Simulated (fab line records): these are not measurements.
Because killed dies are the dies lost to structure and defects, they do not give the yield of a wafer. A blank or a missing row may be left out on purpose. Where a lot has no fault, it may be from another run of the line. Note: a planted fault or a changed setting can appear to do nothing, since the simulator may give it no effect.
Which tool was responsible? / flow sky130 / 14 lots with 42 wafers sampled at 4 steps, on a route of 708 steps

== WHAT EACH GAUGE READ, for each wafer ==
The record lacks any reading of a measuring or inspecting step that a usual standard deviation could be used to judge.

== TOOL THAT RAN EACH LOT (tool first, then ch and the chambers of the sampled wafers, then the start) ==
lot=L871; SKY_METAL4_DESCUM_15=rie metal-02 ch 0, day 43 00:33; SKY_VIA4_DEVELOP_10=litho track-02 ch 0, day 44 01:09; SKY_METAL5_SPUTTER_01=pvd sputter-04, day 44 03:16; SKY_METAL5_SPUTTER_04=pvd sputter-04, day 44 03:22
lot=L872; SKY_METAL4_DESCUM_15=rie metal-01 ch 1, day 43 03:28; SKY_VIA4_DEVELOP_10=litho track-01 ch 0, day 44 03:47; SKY_METAL5_SPUTTER_01=pvd sputter-02, day 44 05:31; SKY_METAL5_SPUTTER_04=pvd sputter-02, day 44 05:36
lot=L874; SKY_METAL4_DESCUM_15=rie metal-03 ch 0,1, day 43 13:42; SKY_VIA4_DEVELOP_10=litho track-01 ch 0, day 44 13:59; SKY_METAL5_SPUTTER_01=pvd sputter-02, day 44 16:31; SKY_METAL5_SPUTTER_04=pvd sputter-02, day 44 16:37
lot=L873; SKY_METAL4_DESCUM_15=rie metal-03 ch 0,1, day 43 14:45; SKY_VIA4_DEVELOP_10=litho track-01 ch 0, day 44 14:38; SKY_METAL5_SPUTTER_01=pvd sputter-02, day 44 17:14; SKY_METAL5_SPUTTER_04=pvd sputter-02, day 44 17:20
lot=L875; SKY_METAL4_DESCUM_15=rie metal-03 ch 0,1, day 44 04:28; SKY_VIA4_DEVELOP_10=litho track-03 ch 0, day 45 03:56; SKY_METAL5_SPUTTER_01=pvd sputter-01, day 45 05:32; SKY_METAL5_SPUTTER_04=pvd sputter-01, day 45 05:38
lot=L876; SKY_METAL4_DESCUM_15=rie metal-02 ch 0,1, day 44 07:57; SKY_VIA4_DEVELOP_10=litho track-03 ch 0, day 45 08:18; SKY_METAL5_SPUTTER_01=pvd sputter-02, day 45 09:51; SKY_METAL5_SPUTTER_04=pvd sputter-02, day 45 09:56
lot=L881; SKY_METAL4_DESCUM_15=rie metal-03 ch 0,1, day 45 07:42; SKY_VIA4_DEVELOP_10=litho track-02, day 46 06:00; SKY_METAL5_SPUTTER_01=-; SKY_METAL5_SPUTTER_04=-
lot=L882; SKY_METAL4_DESCUM_15=rie metal-02 ch 0,1, day 45 18:24; SKY_VIA4_DEVELOP_10=litho track-01, day 46 16:58; SKY_METAL5_SPUTTER_01=-; SKY_METAL5_SPUTTER_04=-
lot=L885; SKY_METAL4_DESCUM_15=rie metal-03 ch 0,1, day 46 20:22; SKY_VIA4_DEVELOP_10=litho track-01 ch 0, day 47 18:05; SKY_METAL5_SPUTTER_01=pvd sputter-01, day 47 19:43; SKY_METAL5_SPUTTER_04=pvd sputter-01, day 47 19:48
lot=L891; SKY_METAL4_DESCUM_15=rie metal-01 ch 0,1, day 48 05:21; SKY_VIA4_DEVELOP_10=litho track-01 ch 0, day 49 01:05; SKY_METAL5_SPUTTER_01=pvd sputter-02, day 49 02:43; SKY_METAL5_SPUTTER_04=pvd sputter-02, day 49 02:49
lot=L890; SKY_METAL4_DESCUM_15=rie metal-02 ch 0,1, day 48 07:39; SKY_VIA4_DEVELOP_10=litho track-01 ch 0, day 49 03:43; SKY_METAL5_SPUTTER_01=pvd sputter-01, day 49 05:25; SKY_METAL5_SPUTTER_04=pvd sputter-01, day 49 05:32
lot=L889; SKY_METAL4_DESCUM_15=rie metal-03 ch 0,1, day 48 08:48; SKY_VIA4_DEVELOP_10=litho track-01 ch 0, day 49 03:59; SKY_METAL5_SPUTTER_01=pvd sputter-04, day 49 05:36; SKY_METAL5_SPUTTER_04=pvd sputter-04, day 49 05:42
lot=L892; SKY_METAL4_DESCUM_15=rie metal-03 ch 0,1, day 48 12:20; SKY_VIA4_DEVELOP_10=litho track-02 ch 0, day 49 08:13; SKY_METAL5_SPUTTER_01=pvd sputter-01, day 49 09:44; SKY_METAL5_SPUTTER_04=pvd sputter-01, day 49 09:50
lot=L893; SKY_METAL4_DESCUM_15=rie metal-01 ch 0,1, day 48 17:12; SKY_VIA4_DEVELOP_10=litho track-03 ch 0, day 49 13:14; SKY_METAL5_SPUTTER_01=pvd sputter-01, day 49 14:47; SKY_METAL5_SPUTTER_04=pvd sputter-01, day 49 14:53
- SKY_METAL4_DESCUM_15: chemistry O2, time 8 s.
- SKY_VIA4_DEVELOP_10: develop time 60 s.
- SKY_METAL5_SPUTTER_01: material TiN, target thk 20 nm, time 16.7 s.
- SKY_METAL5_SPUTTER_04: material TiN, target thk 70 nm, time 58.3 s.

== AS READ BY THE TOOLS THEMSELVES (means over the sampled wafers that have a number; for cases with no such wafer, the mark the record gives instead) ==
SKY_METAL4_DESCUM_15.
lot=L871; tool=rie metal-02; drypump motor current A (A)=6.2; oes product au (a.u.)=0.978
lot=L872; tool=rie metal-01; drypump motor current A (A)=5.9; oes product au (a.u.)=0.998
lot=L874; tool=rie metal-03; drypump motor current A (A)=5.2; oes product au (a.u.)=0.989
lot=L873; tool=rie metal-03; drypump motor current A (A)=5.1; oes product au (a.u.)=0.997
lot=L875; tool=rie metal-03; drypump motor current A (A)=5.2; oes product au (a.u.)=0.998
lot=L876; tool=rie metal-02; drypump motor current A (A)=6.1; oes product au (a.u.)=0.989
lot=L881; tool=rie metal-03; drypump motor current A (A)=5.2; oes product au (a.u.)=0.998
lot=L882; tool=rie metal-02; drypump motor current A (A)=6.1; oes product au (a.u.)=0.984
lot=L885; tool=rie metal-03; drypump motor current A (A)=5.1; oes product au (a.u.)=1.011
lot=L891; tool=rie metal-01; drypump motor current A (A)=5.5; oes product au (a.u.)=0.978
lot=L890; tool=rie metal-02; drypump motor current A (A)=5.9; oes product au (a.u.)=1.004
lot=L889; tool=rie metal-03; drypump motor current A (A)=5.2; oes product au (a.u.)=0.997
lot=L892; tool=rie metal-03; drypump motor current A (A)=5.2; oes product au (a.u.)=0.990
lot=L893; tool=rie metal-01; drypump motor current A (A)=5.5; oes product au (a.u.)=0.985

SKY_VIA4_DEVELOP_10.
lot=L871; tool=litho track-02; chill plate temp C (C)=22.96
lot=L872; tool=litho track-01; chill plate temp C (C)=23.03
lot=L874; tool=litho track-01; chill plate temp C (C)=23.03
lot=L873; tool=litho track-01; chill plate temp C (C)=22.93
lot=L875; tool=litho track-03; chill plate temp C (C)=22.91
lot=L876; tool=litho track-03; chill plate temp C (C)=23.07
lot=L881; tool=litho track-02; chill plate temp C (C)=-
lot=L882; tool=litho track-01; chill plate temp C (C)=-
lot=L885; tool=litho track-01; chill plate temp C (C)=22.96
lot=L891; tool=litho track-01; chill plate temp C (C)=22.96
lot=L890; tool=litho track-01; chill plate temp C (C)=22.89
lot=L889; tool=litho track-01; chill plate temp C (C)=22.90
lot=L892; tool=litho track-02; chill plate temp C (C)=22.97
lot=L893; tool=litho track-03; chill plate temp C (C)=23.04

SKY_METAL5_SPUTTER_01.
lot=L871; tool=pvd sputter-04; throttle valve pct (%)=29.9
lot=L872; tool=pvd sputter-02; throttle valve pct (%)=29.8
lot=L874; tool=pvd sputter-02; throttle valve pct (%)=29.4
lot=L873; tool=pvd sputter-02; throttle valve pct (%)=29.5
lot=L875; tool=pvd sputter-01; throttle valve pct (%)=29.7
lot=L876; tool=pvd sputter-02; throttle valve pct (%)=30.2
lot=L885; tool=pvd sputter-01; throttle valve pct (%)=30.9
lot=L891; tool=pvd sputter-02; throttle valve pct (%)=29.9
lot=L890; tool=pvd sputter-01; throttle valve pct (%)=29.2
lot=L889; tool=pvd sputter-04; throttle valve pct (%)=30.2
lot=L892; tool=pvd sputter-01; throttle valve pct (%)=29.2
lot=L893; tool=pvd sputter-01; throttle valve pct (%)=29.1

SKY_METAL5_SPUTTER_04.
lot=L871; tool=pvd sputter-04; throttle valve pct (%)=29.7
lot=L872; tool=pvd sputter-02; throttle valve pct (%)=29.8
lot=L874; tool=pvd sputter-02; throttle valve pct (%)=29.3
lot=L873; tool=pvd sputter-02; throttle valve pct (%)=29.6
lot=L875; tool=pvd sputter-01; throttle valve pct (%)=29.6
lot=L876; tool=pvd sputter-02; throttle valve pct (%)=30.0
lot=L885; tool=pvd sputter-01; throttle valve pct (%)=30.7
lot=L891; tool=pvd sputter-02; throttle valve pct (%)=29.9
lot=L890; tool=pvd sputter-01; throttle valve pct (%)=29.3
lot=L889; tool=pvd sputter-04; throttle valve pct (%)=30.4
lot=L892; tool=pvd sputter-01; throttle valve pct (%)=29.2
lot=L893; tool=pvd sputter-01; throttle valve pct (%)=29.0

== THE ANSWER, worked out from the rows above alone ==
Rule: the lots themselves supply what counts as usual. Put in order of their means at a reading, lots are off if they are a third of the lots or fewer, leave a main group of 4 or more, and stand apart from it by a gap of 3 or more times the standard deviation of the main group's means; of several such gaps the widest counts. A main group is skipped when, at the precision printed for the reading in the tables above, its means are all equal. A lot without any number at a reading at which 4 lots or more have one is off too. Any other lot the step has rows for is counted as sound. The gauges are gone through in route order, then the tools' own readings, and for those a lot's mean is taken as printed above. At the first step where some lot is off, the reading lying furthest off is the one used; lots without a number count as furthest.
Off: L881, L882 (SKY_VIA4_DEVELOP_10, chill plate temp C). Without a number there: L881, L882. Mean 22.97 C and standard deviation 0.057 in the main group.
If a tool, at that step or one of the process steps before it, ran each lot that is off and ran no sound lot following the first of them, it fits. Not one of the candidates tried fits.

== WHAT HAD BEEN PUT IN BY THE SIMULATOR ==
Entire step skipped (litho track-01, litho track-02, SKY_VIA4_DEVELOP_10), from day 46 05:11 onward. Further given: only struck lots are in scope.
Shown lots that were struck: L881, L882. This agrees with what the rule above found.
